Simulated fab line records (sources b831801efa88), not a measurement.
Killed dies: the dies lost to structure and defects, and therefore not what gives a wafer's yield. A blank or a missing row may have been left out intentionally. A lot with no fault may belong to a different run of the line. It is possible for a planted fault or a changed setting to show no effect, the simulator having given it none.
fab line records	flow sky130
record: lots: 6	wafers: 18	last_day: 50
route steps=708 shown VT_ADJUST_NCORE@125 VT_ADJUST_HVTR@131
lots with no fault: from the same line, run without faults
start_h: start of the lot's first displayed wafer, in hours after the record's first day	wait_h: time in hours since the lot's previous step	" as in the row above	L1.1+2: a row that stands for several wafers	- either no value or no given start	* or withheld: withheld	< > ~ a bound
route shown NAME@n: NAME is a module with steps in the file, n the number in the route of the first one	usual: average and standard deviation across the fault-free wafers	same: alike in all rows	chamber/n: place in a boat	sites: the reading at each site	_std_site: the values' standard deviation	_edge_site: mean of outer sites minus mean of inner sites	radius_mm: for every site, how far away it sits from the centre of the wafer	mask NAME#n: copy n	behind: the tool/chamber that last shaped the wafer	hold: reason for holding the lot/hours on hold/outcome of the hold	device: the n, p or np transistor that did not switch	end of line: tests run on the same wafers once the route is complete	step lacking rows: just its recipe	killed: dies that structure and defects cost at the first sort, which is not the same as the wafer's yield	map: the dies of a wafer, with x for killed, . for not killed, _ for no die there
set.NAME: setting as actually run; set.NAME@STEP: the setting as run at that earlier step	model.NAME: the simulator's own value behind a step, which no gauge read
lots seen at some steps along the route; tables by step, rows by wafer
services: from which hour (start_h, from the record's first day; less than 0 if before it) a tool's chamber was out of use, for how many hours, and why
== steps ==
step: SKY_VT_ADJUST_NCORE_DEVELOP_06
recipe: resist: NOVOLAK	developer: TMAH	develop_time_s: 60	dev_temp_c: 23
step: SKY_VT_ADJUST_NCORE_CD_MEAS_07
recipe: target_cd_nm: 380
usual: cd_nm: 379.3/2.6
lot.wafer	tool	chamber	start_h	wait_h	cd_nm
L958.1	cd_sem-02	-	229.39	0.1	380.8
L958.2	"	-	"	"	382.5
L958.3	"	-	"	"	380.5
L961.1	cd_sem-02	-	241.90	0.1	379.8
L961.2	"	-	"	"	380.5
L961.6	"	-	"	"	382.2
L965.2	cd_sem-02	-	268.51	0.1	379.1
L965.4	"	-	"	"	378.6
L965.6	"	-	"	"	378.8
L966.1	cd_sem-01	-	278.00	0.1	378.6
L966.2	"	-	"	"	379.3
L966.5	"	-	"	"	377.4
L967.1	cd_sem-01	-	286.35	0.1	381.1
L967.4	"	-	"	"	380.7
L967.5	"	-	"	"	381.0
L976.1	cd_sem-02	-	352.10	0.1	382.0
L976.4	"	-	"	"	380.5
L976.5	"	-	"	"	384.1
step: SKY_VT_ADJUST_NCORE_OVL_MEAS_08
usual: VT_ADJUST_NCORE_OVL: -0.2/1.4
lot.wafer	tool	chamber	start_h	wait_h	VT_ADJUST_NCORE_OVL[nm]
L958.1	overlay-02	-	229.51	0.1	-2.6
L958.2	"	-	"	"	0.4
L958.3	"	-	"	"	-1.8
L961.1	overlay-01	-	242.02	0.1	1.7
L961.2	"	-	"	"	1.7
L961.6	"	-	"	"	1.3
L965.2	overlay-02	-	268.62	0.1	0.6
L965.4	"	-	"	"	1.2
L965.6	"	-	"	"	0.2
L966.1	overlay-02	-	278.12	0.1	1.8
L966.2	"	-	"	"	0.1
L966.5	"	-	"	"	-1.2
L967.1	overlay-01	-	286.47	0.1	-0.1
L967.4	"	-	"	"	0.1
L967.5	"	-	"	"	1.1
L976.1	overlay-02	-	352.22	0.1	-0.1
L976.4	"	-	"	"	-0.2
L976.5	"	-	"	"	0.6
step: SKY_VT_ADJUST_NCORE_IMPLANT_09
recipe: species: B	energy_kev: 10	dose_cm2: 2.4e+12	tilt_deg: withheld
step: SKY_VT_ADJUST_NCORE_STRIP_10
recipe: chemistry: O2/N2	power_w: 1400	pressure_mtorr: 1500	platen_temp_c: withheld	o2_flow_sccm: 3000	n2_flow_sccm: 300	overash_fraction: 0.5
usual: chamber_pressure_mTorr: 1500.0/1.3	drypump_motor_current_A: 5.9/0.47	oes_product_au: 0.716/0.0042	strip_time_to_endpoint_s: 14.20/0.035
lot.wafer	tool	chamber	start_h	wait_h	chamber_pressure_mTorr	drypump_motor_current_A	oes_product_au	rf_hours_counter_h	strip_time_to_endpoint_s
L958.1	plasma_asher-02	0	229.70	0.1	1498.9	5.4	0.719	11	14.11
L958.2	"	1	"	"	1499.9	6.0	0.718	11	14.13
L958.3	"	1	"	"	1498.9	6.1	0.713	-	14.16
L961.1	plasma_asher-03	0	242.20	0.1	1500.7	5.5	0.709	42	14.21
L961.2	"	1	"	"	1498.0	5.6	0.712	42	14.23
L961.6	"	1	"	"	1499.8	5.6	0.709	-	14.24
L965.2	plasma_asher-04	1	268.80	0.1	1499.8	6.8	0.711	57	14.13
L965.4	"	1	"	"	1504.1	6.8	0.715	-	14.12
L965.6	"	1	"	"	1500.1	6.8	0.713	-	14.10
L966.1	plasma_asher-04	0	278.30	0.1	1499.7	6.3	0.716	58	14.20
L966.2	"	1	"	"	1501.0	6.8	0.715	58	14.18
L966.5	"	0	"	"	1500.3	6.3	0.721	-	14.27
L967.1	plasma_asher-02	1	286.65	0.1	1499.0	6.0	0.711	16	14.18
L967.4	"	1	"	"	1501.4	6.1	0.726	-	14.21
L967.5	"	1	"	"	1498.1	6.0	0.713	-	14.22
L976.1	plasma_asher-03	0	352.40	0.1	1500.7	5.5	0.721	51	14.20
L976.4	"	1	"	"	1499.7	5.6	0.718	-	14.22
L976.5	"	0	"	"	1499.3	5.5	0.713	-	14.20
step: SKY_VT_ADJUST_NCORE_TW_MEAS_11
usual: VT_ADJUST_NCORE_TW: 218.4/2.3
lot.wafer	tool	chamber	start_h	wait_h	VT_ADJUST_NCORE_TW
L958.1	film_metro-03	-	229.80	0.1	218.4
L958.2	"	-	"	"	219.5
L958.3	"	-	"	"	218.6
L961.1	film_metro-04	-	242.30	0.1	215.5
L961.2	"	-	"	"	216.3
L961.6	"	-	"	"	215.8
L965.2	film_metro-01	-	268.91	0.1	223.4
L965.4	"	-	"	"	221.4
L965.6	"	-	"	"	222.2
L966.1	film_metro-01	-	278.40	0.1	222.3
L966.2	"	-	"	"	221.8
L966.5	"	-	"	"	222.7
L967.1	film_metro-03	-	286.75	0.1	219.0
L967.4	"	-	"	"	218.5
L967.5	"	-	"	"	218.2
L976.1	film_metro-04	-	352.50	0.1	215.3
L976.4	"	-	"	"	215.7
L976.5	"	-	"	"	216.9
step: SKY_VT_ADJUST_HVTR_DEHYDRATE_00
recipe: temp_c: 200	time_s: 60
step: SKY_VT_ADJUST_HVTR_HMDS_01
recipe: prime_time_s: 60	prime_temp_c: 120
step: SKY_VT_ADJUST_HVTR_COAT_02
recipe: resist: NOVOLAK	spin_rpm: 3000	resist_thk_nm: 1129
step: SKY_VT_ADJUST_HVTR_SOFTBAKE_03
recipe: temp_c: 90	time_s: 60	resist: NOVOLAK
step: SKY_VT_ADJUST_HVTR_EXPOSE_04
recipe: mask_id: HVTRM	target_cd_nm: 380	na: 0.6	source_shape: conventional	sigma_outer: 0.6	dose_mj: 150
step: SKY_VT_ADJUST_HVTR_PEB_05
recipe: temp_c: withheld	time_s: *	resist: NOVOLAK
step: SKY_VT_ADJUST_HVTR_DEVELOP_06
recipe: develop_time_s: 60	dev_temp_c: 23
usual: developer_temp_C: 23.03/0.1
same: develop_time_s: 60
lot.wafer	tool	chamber	start_h	wait_h	developer_temp_C
L958.1	litho_track-03	0	254.00	0.1	23.16
L958.2	"	0	"	"	22.91
L958.3	"	0	"	"	23.07
L961.1	litho_track-03	0	266.80	0.1	23.13
L961.2	"	0	"	"	23.00
L961.6	"	0	"	"	23.15
L965.2	litho_track-03	0	294.57	0.1	22.04
L965.4	"	0	"	"	21.94
L965.6	"	0	"	"	22.04
L966.1	litho_track-03	0	303.55	0.1	22.21
L966.2	"	0	"	"	22.10
L966.5	"	0	"	"	22.22
L967.1	litho_track-01	0	312.50	0.1	23.00
L967.4	"	0	"	"	22.94
L967.5	"	0	"	"	22.97
L976.1	litho_track-01	0	379.75	0.1	22.96
L976.4	"	0	"	"	22.92
L976.5	"	0	"	"	22.94
step: SKY_VT_ADJUST_HVTR_CD_MEAS_07
recipe: target_cd_nm: 380
usual: cd_nm: 379.5/2.5
lot.wafer	tool	chamber	start_h	wait_h	cd_nm
L958.1	cd_sem-01	-	254.15	0.1	381.2
L958.2	"	-	"	"	379.8
L958.3	"	-	"	"	378.9
L961.1	cd_sem-02	-	266.95	0.1	380.3
L961.2	"	-	"	"	382.3
L961.6	"	-	"	"	380.9
L965.2	cd_sem-01	-	294.72	0.1	380.1
L965.4	"	-	"	"	380.8
L965.6	"	-	"	"	379.9
L966.1	cd_sem-02	-	303.70	0.1	384.4
L966.2	"	-	"	"	381.9
L966.5	"	-	"	"	384.5
L967.1	cd_sem-02	-	312.65	0.1	381.2
L967.4	"	-	"	"	380.5
L967.5	"	-	"	"	379.1
L976.1	cd_sem-01	-	379.90	0.1	379.1
L976.4	"	-	"	"	381.7
L976.5	"	-	"	"	379.8
== services ==
tool	chamber	start_h	hours	kind
plasma_asher-03	-	236.19	1.2	repair
plasma_asher-03	-	292.58	14.6	pm
plasma_asher-04	-	327.60	3.5	repair
plasma_asher-04	-	334.54	1.7	repair
plasma_asher-04	-	347.88	11.7	repair
== key ==
first_sign: step: SKY_VT_ADJUST_HVTR_DEVELOP_06	reading: developer_temp_C	direction: down	sigmas: 9	usual: *	struck: *
effect none on later readings
met_at SKY_VT_ADJUST_HVTR_DEVELOP_06
struck_wafers L965.2,L965.4,L965.6,L966.1,L966.2,L966.5
rows_end L965.2,L965.4,L965.6,L966.1,L966.2,L966.5
onset_between 266.80 294.57
fault: kind: process_parameter_drift	tool: litho_track-03	chamber: -	onset_h: 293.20	steps: SKY_VT_ADJUST_HVTR_DEVELOP_06	channel: dev_temp_c	offset: *	shape: step	end_h: 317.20	acts_in: *	stated: *
rows_end: these wafers met a further fault down the route, and their rows from its step on are left out
